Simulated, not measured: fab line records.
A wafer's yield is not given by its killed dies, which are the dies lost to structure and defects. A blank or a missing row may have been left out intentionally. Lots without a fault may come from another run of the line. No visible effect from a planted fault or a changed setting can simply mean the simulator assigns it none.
fab line records ; flow gf180mcu
[record] lots = 9; wafers = 27; last_day = 34
route steps=602 shown V1@353 M2@364 V2@397 M3@410
lots that met no fault: taken from a fault-free run of the same line
start_h: the number of hours between the record's first day and the start of the first shown wafer of the lot ; wait_h: hours from the lot's prior step to this one ; " identical to the entry in the row above ; L1.1+2: a single row standing in for several wafers ; - either no value or no given start ; * or withheld: withheld ; < > ~ a bound
route shown NAME@n: NAME is a module with steps in the file, n the number in the route of the first one ; usual: average and standard deviation across the fault-free wafers ; same: alike in all rows ; chamber/n: place in a boat ; sites: each site's reading ; _std_site: the values' standard deviation ; _edge_site: inner sites' mean taken away from outer sites' mean ; radius_mm: for every site, how far away it sits from the centre of the wafer ; mask NAME#n: copy n ; behind: the last tool/chamber to shape the wafer ; hold: why the lot went on hold/how many hours it stayed there/how the hold came to an end ; device: the transistor (n, p or np) that didn't switch ; end of line: tests of these same wafers at the route's end ; a step given without rows: its recipe and nothing more ; killed: the dies lost at the first sort to structure and to defects; this is not the yield of the wafer ; map: dies across one wafer; x = killed, . = not, _ = none there
set.NAME: the setting the step ran with; set.NAME@STEP: the setting that earlier step ran with ; model.NAME: the simulator's own value behind a step, which no gauge read
steps of the route over a sample of lots; a table a step, a row a wafer
services: the hour from which a tool's chamber was out of use, counted from the record's first day as start_h (under 0 if before that day), plus the number of hours and why
[[steps]]
[step GF_V1_STRIP_18]
[recipe] chemistry = O2/N2; power_w = 1400; pressure_mtorr = 1500; platen_temp_c = 250; o2_flow_sccm = 3000; n2_flow_sccm = 300; overash_fraction = 0.5
[usual] drypump_motor_current_A = 5.5/0.64; heater_power_w = 340/13; o2_flow_sccm = 2999/9.7; oes_product_au = 0.593/0.0044
lot.wafer;tool;chamber;start_h;wait_h;drypump_motor_current_A;heater_power_w;o2_flow_sccm;oes_product_au;rf_hours_counter_h
L868.1;plasma_asher-02;1;407.18;-;5.4;349;3006;0.599;29
L868.2;plasma_asher-02;0;407.18;-;5.5;344;2993;0.586;29
L868.6;plasma_asher-02;1;407.18;-;5.4;346;2996;0.586;-
L872.2;plasma_asher-04;1;443.51;-;4.8;349;3021;0.599;1
L872.3;plasma_asher-04;0;443.51;-;5.0;332;3003;0.594;-
L872.4;plasma_asher-04;1;443.51;-;4.9;343;3015;0.588;-
L873.2;plasma_asher-02;0;453.63;-;5.5;340;3016;0.589;34
L873.3;plasma_asher-02;0;453.63;-;5.5;345;3003;0.592;-
L873.6;plasma_asher-02;1;453.63;-;5.4;348;2997;0.587;-
L878.1;plasma_asher-03;0;508.46;-;6.6;323;3007;0.593;72
L878.4;plasma_asher-03;1;508.46;-;4.8;359;2998;0.595;-
L878.6;plasma_asher-03;1;508.46;-;4.8;360;3003;0.602;-
L880.2;plasma_asher-02;1;519.56;-;5.4;339;2992;0.594;41
L880.3;plasma_asher-02;1;519.56;-;5.4;349;2990;0.596;-
L880.6;plasma_asher-02;1;519.56;-;5.5;331;2997;0.599;-
L881.2;plasma_asher-02;0;533.97;-;5.5;344;2982;0.598;43
L881.4;plasma_asher-02;0;533.97;-;5.5;334;2980;0.592;-
L881.6;plasma_asher-02;1;533.97;-;5.4;347;3011;0.596;-
L883.1;plasma_asher-02;0;553.20;-;5.5;336;3003;0.593;45
L883.2;plasma_asher-02;1;553.20;-;5.4;335;3007;0.593;45
L883.4;plasma_asher-02;1;553.20;-;5.4;333;3005;0.591;-
L884.1;plasma_asher-03;1;561.82;-;4.8;357;3017;0.589;76
L884.3;plasma_asher-03;0;561.82;-;6.5;310;2992;0.594;-
L884.5;plasma_asher-03;1;561.82;-;4.8;351;3003;0.597;-
L891.1;plasma_asher-04;1;606.41;-;4.8;355;2997;0.591;18
L891.3;plasma_asher-04;1;606.41;-;4.8;346;3008;0.590;-
L891.5;plasma_asher-04;1;606.41;-;4.8;352;2991;0.591;-
[step GF_M2_SPUTTER_02]
[recipe] material = AlCu; target_thk_nm = 450; power_w = 10600; time_s = 23.9; chamber_pressure_pa = 0.4
[usual] cathode_dc_power_W = 10600/2; chamber_pressure_pa = 0.3999/0.00075; throttle_valve_pct = 30.1/1
lot.wafer;tool;chamber;start_h;wait_h;cathode_dc_power_W;chamber_pressure_pa;throttle_valve_pct
L868.1;pvd_sputter-02;-;408.53;0.0;10601;0.4002;30.6
L868.2;pvd_sputter-02;-;408.53;0.0;10600;0.3995;30.5
L868.6;pvd_sputter-02;-;408.53;0.0;10599;0.4008;30.7
L872.2;pvd_sputter-02;-;444.89;0.0;10603;0.4015;31.9
L872.3;pvd_sputter-02;-;444.89;0.0;10596;0.4004;30.8
L872.4;pvd_sputter-02;-;444.89;0.0;10599;0.3998;30.8
L873.2;pvd_sputter-02;-;455.00;0.0;10602;0.3991;30.6
L873.3;pvd_sputter-02;-;455.00;0.0;10602;0.3997;30.7
L873.6;pvd_sputter-02;-;455.00;0.0;10602;0.4008;30.6
L878.1;pvd_sputter-01;-;509.95;0.0;10600;0.4007;29.1
L878.4;pvd_sputter-01;-;509.95;0.0;10602;0.4001;29.4
L878.6;pvd_sputter-01;-;509.95;0.0;10600;0.3987;29.3
L880.2;pvd_sputter-01;-;520.91;0.0;10598;0.4009;29.4
L880.3;pvd_sputter-01;-;520.91;0.0;10601;0.3994;29.5
L880.6;pvd_sputter-01;-;520.91;0.0;10600;0.4012;29.7
L881.2;pvd_sputter-02;-;535.33;0.0;13014;0.3993;30.5
L881.4;pvd_sputter-02;-;535.33;0.0;13014;0.4004;32.0
L881.6;pvd_sputter-02;-;535.33;0.0;13010;0.4001;31.8
L883.1;pvd_sputter-02;-;554.58;0.0;13012;0.4003;30.8
L883.2;pvd_sputter-02;-;554.58;0.0;13012;0.4015;30.5
L883.4;pvd_sputter-02;-;554.58;0.0;13012;0.3988;30.6
L884.1;pvd_sputter-04;-;563.21;0.0;10598;0.4009;30.3
L884.3;pvd_sputter-04;-;563.21;0.0;10598;0.3994;28.4
L884.5;pvd_sputter-04;-;563.21;0.0;10599;0.3993;30.1
L891.1;pvd_sputter-01;-;607.78;0.0;10601;0.4009;29.0
L891.3;pvd_sputter-01;-;607.78;0.0;10599;0.4007;29.5
L891.5;pvd_sputter-01;-;607.78;0.0;10600;0.4000;28.9
[step GF_M2_RS_MEAS_05]
[recipe] thk_meas_gauge = four-point-probe; reads = TiN_of_M2_SPUTTER_04+Ti_of_M2_SPUTTER_03+AlCu_of_M2_SPUTTER_02+TiN_of_M2_SPUTTER_01+Ti_of_M2_SPUTTER_00
[usual] M2_ALCU_RS = 0.0696/0.00051
lot.wafer;tool;chamber;start_h;wait_h;hold;M2_ALCU_RS[ohm/sq]
L868.1;film_metro-04;-;408.62;0.0;-;0.0693
L868.2;film_metro-04;-;408.62;0.0;-;0.0696
L868.6;film_metro-04;-;408.62;0.0;-;0.0691
L872.2;film_metro-04;-;445.01;0.0;-;0.0708
L872.3;film_metro-04;-;445.01;0.0;-;0.0705
L872.4;film_metro-04;-;445.01;0.0;-;0.0697
L873.2;film_metro-04;-;455.12;0.0;-;0.0701
L873.3;film_metro-04;-;455.12;0.0;-;0.0695
L873.6;film_metro-04;-;455.12;0.0;-;0.0699
L878.1;film_metro-03;-;510.04;0.0;-;0.0699
L878.4;film_metro-03;-;510.04;0.0;-;0.0694
L878.6;film_metro-03;-;510.04;0.0;-;0.0693
L880.2;film_metro-04;-;521.02;0.0;-;0.0700
L880.3;film_metro-04;-;521.02;0.0;-;0.0697
L880.6;film_metro-04;-;521.02;0.0;-;0.0704
L881.2;film_metro-02;-;535.44;0.0;await_dispo/0.2h/release;0.0567
L881.4;film_metro-02;-;535.44;0.0;await_dispo/0.2h/release;0.0572
L881.6;film_metro-02;-;535.44;0.0;await_dispo/0.2h/release;0.0568
L881.2;film_metro-02;-;535.73;0.3;-;0.0567
L881.4;film_metro-02;-;535.73;0.3;-;0.0571
L881.6;film_metro-02;-;535.73;0.3;-;0.0569
L883.1;film_metro-04;-;554.67;0.0;await_dispo/0.2h/release;0.0567
L883.2;film_metro-04;-;554.67;0.0;await_dispo/0.2h/release;0.0569
L883.4;film_metro-04;-;554.67;0.0;await_dispo/0.2h/release;0.0570
L883.1;film_metro-04;-;554.96;0.3;-;0.0565
L883.2;film_metro-04;-;554.96;0.3;-;0.0569
L883.4;film_metro-04;-;554.96;0.3;-;0.0569
L884.1;film_metro-02;-;563.30;0.0;-;0.0698
L884.3;film_metro-02;-;563.30;0.0;-;0.0701
L884.5;film_metro-02;-;563.30;0.0;-;0.0703
L891.1;film_metro-03;-;607.87;0.0;-;0.0692
L891.3;film_metro-03;-;607.87;0.0;-;0.0695
L891.5;film_metro-03;-;607.87;0.0;-;0.0697
[step GF_M2_THK_MEAS_06]
[recipe] thk_meas_gauge = xrf; reads = AlCu_of_M2_SPUTTER_02
[usual] M2_ALCU_THK = 450/3.6
lot.wafer;tool;chamber;start_h;wait_h;hold;M2_ALCU_THK[nm]
L868.1;film_metro-04;-;408.74;0.1;-;453
L868.2;film_metro-04;-;408.74;0.1;-;454
L868.6;film_metro-04;-;408.74;0.1;-;452
L872.2;film_metro-04;-;445.12;0.1;-;444
L872.3;film_metro-04;-;445.12;0.1;-;443
L872.4;film_metro-04;-;445.12;0.1;-;448
L873.2;film_metro-04;-;455.23;0.1;-;447
L873.3;film_metro-04;-;455.23;0.1;-;452
L873.6;film_metro-04;-;455.23;0.1;-;449
L878.1;film_metro-03;-;510.16;0.1;-;450
L878.4;film_metro-03;-;510.16;0.1;-;454
L878.6;film_metro-03;-;510.16;0.1;-;454
L880.2;film_metro-04;-;521.13;0.1;-;446
L880.3;film_metro-04;-;521.13;0.1;-;445
L880.6;film_metro-04;-;521.13;0.1;-;441
L881.2;film_metro-02;-;536.83;1.1;await_dispo/0.2h/release;550
L881.4;film_metro-02;-;536.83;1.1;await_dispo/0.2h/release;546
L881.6;film_metro-02;-;536.83;1.1;await_dispo/0.2h/release;550
L881.2;film_metro-02;-;537.08;0.2;-;550
L881.4;film_metro-02;-;537.08;0.2;-;548
L881.6;film_metro-02;-;537.08;0.2;-;549
L883.1;film_metro-04;-;556.84;1.9;await_dispo/0.2h/release;555
L883.2;film_metro-04;-;556.84;1.9;await_dispo/0.2h/release;553
L883.4;film_metro-04;-;556.84;1.9;await_dispo/0.2h/release;553
L883.1;film_metro-04;-;557.10;0.3;-;553
L883.2;film_metro-04;-;557.10;0.3;-;551
L883.4;film_metro-04;-;557.10;0.3;-;551
L884.1;film_metro-02;-;563.42;0.1;-;448
L884.3;film_metro-02;-;563.42;0.1;-;444
L884.5;film_metro-02;-;563.42;0.1;-;443
L891.1;film_metro-03;-;607.99;0.1;-;452
L891.3;film_metro-03;-;607.99;0.1;-;451
L891.5;film_metro-03;-;607.99;0.1;-;450
[step GF_M2_METAL_ETCH_16]
[recipe] chemistry = Cl2/BCl3; mask_material = KrF; target_depth_nm = 750.8; stop_on = SiO2; pressure_mtorr = 8; icp_w = 800; bias_w = 140; Cl2_flow_sccm = 80; bcl3_flow_sccm = 40; time_s = 125.1
[usual] bcl3_flow_sccm = 40.00/0.12; drypump_motor_current_A = 5.63/0.29; oes_product_au = 0.990/0.0054; throttle_valve_pct = 28.229/0.01
lot.wafer;tool;chamber;start_h;wait_h;bcl3_flow_sccm;drypump_motor_current_A;oes_product_au;rf_hours_counter_h;throttle_valve_pct
L868.1;rie_metal-03;1;432.95;0.0;40.17;4.89;0.987;11;28.230
L868.2;rie_metal-03;0;432.95;0.0;39.87;5.42;0.976;8;28.237
L868.6;rie_metal-03;0;432.95;0.0;39.92;5.42;0.990;-;28.233
L872.2;rie_metal-01;0;469.63;0.0;40.24;5.64;0.990;5;28.226
L872.3;rie_metal-01;0;469.63;0.0;40.08;5.63;0.991;-;28.232
L872.4;rie_metal-01;1;469.63;0.0;40.05;5.59;0.981;-;28.224
L873.2;rie_metal-03;1;479.15;0.0;40.22;4.86;0.995;13;28.236
L873.3;rie_metal-03;1;479.15;0.0;40.14;4.87;0.986;-;28.220
L873.6;rie_metal-03;1;479.15;0.0;40.15;4.87;0.987;-;28.223
L878.1;rie_metal-02;1;532.83;0.0;40.02;5.59;0.988;6;28.217
L878.4;rie_metal-02;0;532.83;0.0;39.94;5.94;0.995;-;28.242
L878.6;rie_metal-02;0;532.83;0.0;39.85;5.98;0.998;-;28.210
L880.2;rie_metal-01;0;543.58;0.0;40.32;5.64;0.984;6;28.240
L880.3;rie_metal-01;1;543.58;0.0;40.10;5.60;0.984;-;28.243
L880.6;rie_metal-01;0;543.58;0.0;40.14;5.64;0.992;-;28.219
L881.2;rie_metal-02;1;558.10;0.0;39.86;5.58;0.954;7;28.279
L881.4;rie_metal-02;0;558.10;0.0;39.83;5.97;0.952;-;28.285
L881.6;rie_metal-02;1;558.10;0.0;40.02;5.57;0.949;-;28.262
L883.1;rie_metal-02;1;575.88;0.0;39.84;5.59;0.961;7;28.253
L883.2;rie_metal-02;0;575.88;0.0;39.75;5.97;0.956;12;28.276
L883.4;rie_metal-02;0;575.88;0.0;40.03;5.96;0.956;-;28.269
L884.1;rie_metal-02;0;584.69;0.0;39.98;5.97;0.990;12;28.247
L884.3;rie_metal-02;1;584.69;0.0;40.02;5.58;0.998;-;28.250
L884.5;rie_metal-02;1;584.69;0.0;40.10;5.57;0.992;-;28.233
L891.1;rie_metal-02;1;628.63;0.0;39.94;5.58;0.990;9;28.237
L891.3;rie_metal-02;1;628.63;0.0;39.96;5.57;0.983;-;28.243
L891.5;rie_metal-02;1;628.63;0.0;40.17;5.58;0.997;-;28.239
[step GF_V2_OVL_MEAS_15]
[usual] V2_OVL = -5/6
lot.wafer;tool;chamber;start_h;wait_h;V2_OVL[nm]
L868.1;overlay-01;-;458.82;0.1;1
L868.2;overlay-01;-;458.82;0.1;-2
L868.6;overlay-01;-;458.82;0.1;7
L872.2;overlay-02;-;495.05;0.1;-5
L872.3;overlay-02;-;495.05;0.1;-2
L872.4;overlay-02;-;495.05;0.1;3
L873.2;overlay-02;-;504.24;0.1;-1
L873.3;overlay-02;-;504.24;0.1;2
L873.6;overlay-02;-;504.24;0.1;3
L878.1;overlay-01;-;556.54;0.1;0
L878.4;overlay-01;-;556.54;0.1;-9
L878.6;overlay-01;-;556.54;0.1;-5
L880.2;overlay-02;-;566.77;0.1;-10
L880.3;overlay-02;-;566.77;0.1;-7
L880.6;overlay-02;-;566.77;0.1;-4
L881.2;overlay-02;-;581.42;0.1;-4
L881.4;overlay-02;-;581.42;0.1;-9
L881.6;overlay-02;-;581.42;0.1;-11
L883.1;overlay-01;-;598.71;0.1;-2
L883.2;overlay-01;-;598.71;0.1;-7
L883.4;overlay-01;-;598.71;0.1;-11
L884.1;overlay-02;-;607.33;0.1;-6
L884.3;overlay-02;-;607.33;0.1;-11
L884.5;overlay-02;-;607.33;0.1;-14
L891.1;overlay-02;-;650.21;0.1;1
L891.3;overlay-02;-;650.21;0.1;-7
L891.5;overlay-02;-;650.21;0.1;-2
[step GF_M3_SPUTTER_01]
[recipe] material = TiN; target_thk_nm = 30; power_w = 6500; time_s = 25; chamber_pressure_pa = 0.4
[usual] cathode_dc_power_W = 6499.9/1.1; chamber_pressure_pa = 0.4001/0.00079; throttle_valve_pct = 29.7/1.2
lot.wafer;tool;chamber;start_h;wait_h;cathode_dc_power_W;chamber_pressure_pa;throttle_valve_pct
L868.1;pvd_sputter-03;-;460.31;0.1;6502.7;0.3999;30.5
L868.2;pvd_sputter-03;-;460.31;0.1;6499.2;0.4017;28.3
L868.6;pvd_sputter-03;-;460.31;0.1;6501.0;0.4022;30.1
L872.2;pvd_sputter-03;-;496.56;0.1;6500.5;0.3994;30.1
L872.3;pvd_sputter-03;-;496.56;0.1;6498.7;0.3988;27.9
L872.4;pvd_sputter-03;-;496.56;0.1;6500.8;0.3986;30.6
L873.2;pvd_sputter-01;-;505.75;0.1;6499.0;0.4005;29.5
L873.3;pvd_sputter-01;-;505.75;0.1;6499.6;0.4005;29.1
L873.6;pvd_sputter-01;-;505.75;0.1;6501.5;0.3998;28.9
L878.1;pvd_sputter-01;-;558.06;0.1;6499.1;0.3998;29.8
L878.4;pvd_sputter-01;-;558.06;0.1;6499.5;0.3994;29.1
L878.6;pvd_sputter-01;-;558.06;0.1;6499.7;0.3992;29.7
L880.2;pvd_sputter-01;-;568.26;0.1;6500.0;0.3990;29.5
L880.3;pvd_sputter-01;-;568.26;0.1;6499.5;0.4009;28.9
L880.6;pvd_sputter-01;-;568.26;0.1;6499.8;0.4004;29.1
L881.2;pvd_sputter-02;-;582.91;0.1;6500.3;0.3999;30.8
L881.4;pvd_sputter-02;-;582.91;0.1;6501.9;0.4000;30.7
L881.6;pvd_sputter-02;-;582.91;0.1;6499.2;0.3999;30.8
L883.1;pvd_sputter-03;-;600.20;0.1;6500.2;0.3988;27.6
L883.2;pvd_sputter-03;-;600.20;0.1;6499.2;0.4000;30.5
L883.4;pvd_sputter-03;-;600.20;0.1;6499.2;0.4008;29.9
L884.1;pvd_sputter-02;-;608.83;0.1;6500.2;0.3994;31.8
L884.3;pvd_sputter-02;-;608.83;0.1;6500.3;0.4003;30.7
L884.5;pvd_sputter-02;-;608.83;0.1;6499.8;0.3999;32.1
L891.1;pvd_sputter-03;-;651.70;0.1;6501.2;0.4012;30.5
L891.3;pvd_sputter-03;-;651.70;0.1;6500.0;0.4005;28.7
L891.5;pvd_sputter-03;-;651.70;0.1;6499.7;0.4003;30.4
[[services]]
tool;chamber;start_h;hours;kind
plasma_asher-03;-;416.61;0.9;repair
plasma_asher-04;-;421.25;9.0;pm
plasma_asher-02;-;424.10;0.6;repair
rie_metal-01;-;428.24;14.6;pm
pvd_sputter-04;-;435.01;12.1;repair
pvd_sputter-01;-;436.85;4.1;repair
rie_metal-03;0;437.17;39.4;repair
pvd_sputter-02;-;457.48;4.7;repair
pvd_sputter-04;-;458.59;4.8;repair
pvd_sputter-03;-;468.37;1.3;repair
pvd_sputter-03;-;468.52;1.4;repair
plasma_asher-04;-;470.00;5.8;repair
rie_metal-02;-;491.22;7.8;repair
rie_metal-01;-;492.38;2.8;pm
rie_metal-01;-;517.83;1.3;repair
rie_metal-03;-;524.49;1.1;repair
plasma_asher-03;-;530.58;14.6;pm
pvd_sputter-03;-;531.60;3.2;repair
pvd_sputter-02;-;543.39;2.8;repair
pvd_sputter-02;-;567.98;2.4;repair
rie_metal-01;0;596.74;7.7;repair
pvd_sputter-04;-;603.30;2.9;repair
plasma_asher-03;-;632.58;0.9;repair
plasma_asher-03;-;634.99;6.1;repair
[[key]]
[first_sign] step = GF_M2_SPUTTER_02; reading = cathode_dc_power_W; direction = up; sigmas = 99+; usual = 10600; struck = 13012
[effect] step = GF_M2_RS_MEAS_05; reading = visit; direction = added
[effect] step = GF_M2_RS_MEAS_05; reading = M2_ALCU_RS; direction = down; sigmas = 25; usual = 0.0696; struck = 0.0569
[effect] step = GF_M2_THK_MEAS_06; reading = visit; direction = added
[effect] step = GF_M2_THK_MEAS_06; reading = M2_ALCU_THK; direction = up; sigmas = 28; usual = 450; struck = 551
[effect] step = GF_M2_METAL_ETCH_16; reading = oes_product_au; direction = down; sigmas = 6.6; usual = 0.990; struck = 0.955
met_at GF_M2_SPUTTER_02
struck_lots L881,L883
not_acting_at GF_V1_STRIP_18,GF_V2_OVL_MEAS_15,GF_M3_SPUTTER_01
onset_between 455.00 535.33
[fault] kind = process_parameter_drift; tool = pvd_sputter-02; chamber = -; onset_h = 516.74; steps = GF_M2_SPUTTER_02; channel = power_w; offset = 2412.3; shape = step; end_h = 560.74; acts_in = these_recipes_only; stated = 10600
